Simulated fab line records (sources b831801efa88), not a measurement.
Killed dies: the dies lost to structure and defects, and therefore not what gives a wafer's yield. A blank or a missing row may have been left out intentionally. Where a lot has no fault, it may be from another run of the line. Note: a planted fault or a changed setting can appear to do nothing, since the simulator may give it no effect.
A lot that was struck, set against a sound lot || flow gf180mcu || 15 steps out of a route of 602
Sound: the wafers L609.1, L609.4, L609.5. Struck: wafers L614.4, L614.6. (L614.3 of the same lot was not struck and is left out.) The cause comes at the end.
At each step with rows: each side's tool, then ch and its chambers, then its first start. Under that, the readings that differ: sound wafers || struck wafers || difference of the means || sigmas: that difference in standard deviations of wafers without a fault.
alike: words and numbers the same on both sides, and readings whose means are apart by under 2 such deviations; not compared: readings that were withheld, readings missing a value for some wafer, numbers with overlapping values and no deviation given by the record, and bounds like >300 which may hide the same value.
Wherever a step has rows on one side only, a row that says differs or no value, or a row with sigmas, the two part there. Numbers that have no deviation but don't overlap get no sigmas and don't part them. A reading missing from all wafers of one side parts the sides only when that side holds two or more wafers.

GF_CONTACT_OVL_MEAS_15:
  sound: overlay-01 at day 18 14:05; struck: overlay-02 at day 20 11:16
  alike: CONTACT_OVL
then, 1 step without rows for these wafers: GF_CONTACT_ETCH_16 (etches BARC in N2/H2).
GF_CONTACT_ETCH_17: etches SiO2 in C4F8/O2/Ar, stops on CoSi2, target depth 860 nm.
  sound on rie-diel-02 ch 1,3; struck on rie-diel-01 ch 0,3
  alike: oes-product-au, rf-fwd-power-W
GF_CONTACT_STRIP_18: strips in O2/N2.
  sound on plasma-asher-03 ch 0,1, day 18 14:17; struck on plasma-asher-02 ch 0,1, day 20 11:29
  alike: drypump-motor-current-A, heater-power-w, oes-product-au
  not compared: rf-hours-counter-h
then, 3 steps without rows for these wafers: GF_CONTACT_CLEAN_19 (cleans in SPM); GF_CONTACT_CLEAN_20 (cleans in DIW); GF_CONTACT_CLEAN_21 (cleans in dHF, time 20 s).
GF_CONTACT_SPUTTER_22: material Ti, target thk 15 nm, time 80.02 s.
  sound: pvd-sputter-04 at day 18 14:37; struck: pvd-sputter-02 at day 20 11:46
{"reading": "throttle-valve-pct (%)", "sound": "28.4 27.7 28.3", "struck": "32.0 30.5", "difference": "+3.1", "sigmas": "+3"}
GF_CONTACT_SPUTTER_23: material TiN, target thk 10 nm, time 40 s.
  sound: pvd-sputter-04 at day 18 14:41; struck: pvd-sputter-02 at day 20 11:49
{"reading": "throttle-valve-pct (%)", "sound": "28.6 27.6 28.4", "struck": "31.9 30.7", "difference": "+3.1", "sigmas": "+3"}
then, 1 step without rows for these wafers: GF_CONTACT_CVD_24 (deposits W, target thk 300 nm, time 90.339 s).
GF_CONTACT_RS_MEAS_25: measurement is done with a four-point probe.
  sound: film-metro-01 at day 18 14:49; struck: film-metro-04 at day 20 12:00
  alike: CONTACT_W_RS
GF_CONTACT_THK_MEAS_26: measures by xrf.
  sound: film-metro-01 at day 18 14:56; struck: film-metro-04 at day 20 12:06
  alike: CONTACT_W_THK
GF_CONTACT_CMP_27: polishes, stops on SiO2, t overpolish 15 s, target thk 0 nm.
  sound on cmp-01 ch 1,2, day 18 15:00; struck on cmp-02 ch 0,2, day 20 12:11
{"reading": "overpolish-run-s (s)", "sound": "15.002 15.023 15.002", "struck": "14.995 14.990", "difference": -0.017, "sigmas": -2}
{"reading": "time-to-endpoint-s (s)", "sound": "74.5 72.8 74.3", "struck": "36.9 39.1", "difference": -35.9, "sigmas": -14}
  alike: edge-zone-pressure-frac, motor-current-A
GF_M1_SPUTTER_00: material Ti, target thk 37.5 nm, time 150 s.
  sound: pvd-sputter-04 at day 18 15:18; struck: pvd-sputter-04 at day 20 12:26
{"reading": "throttle-valve-pct (%)", "sound": "30.5 30.9 30.2", "struck": "28.5 27.7", "difference": -2.4, "sigmas": -2}
-- the record jumps here: 12 days lie between the struck wafers' starts before and after (it left off in module M1 and takes up again in module PASSIVATION, whose first step shown is number 602 of the route) --
GF_PASSIVATION_PROBE_99:
  only the struck wafers here have rows in the record (prober-02, day 32 05:00); the sound ones have none

== WHERE THEY PART ==
First at GF_CONTACT_SPUTTER_22; last, within this record, at GF_PASSIVATION_PROBE_99.

WHY: what had been put in by the simulator
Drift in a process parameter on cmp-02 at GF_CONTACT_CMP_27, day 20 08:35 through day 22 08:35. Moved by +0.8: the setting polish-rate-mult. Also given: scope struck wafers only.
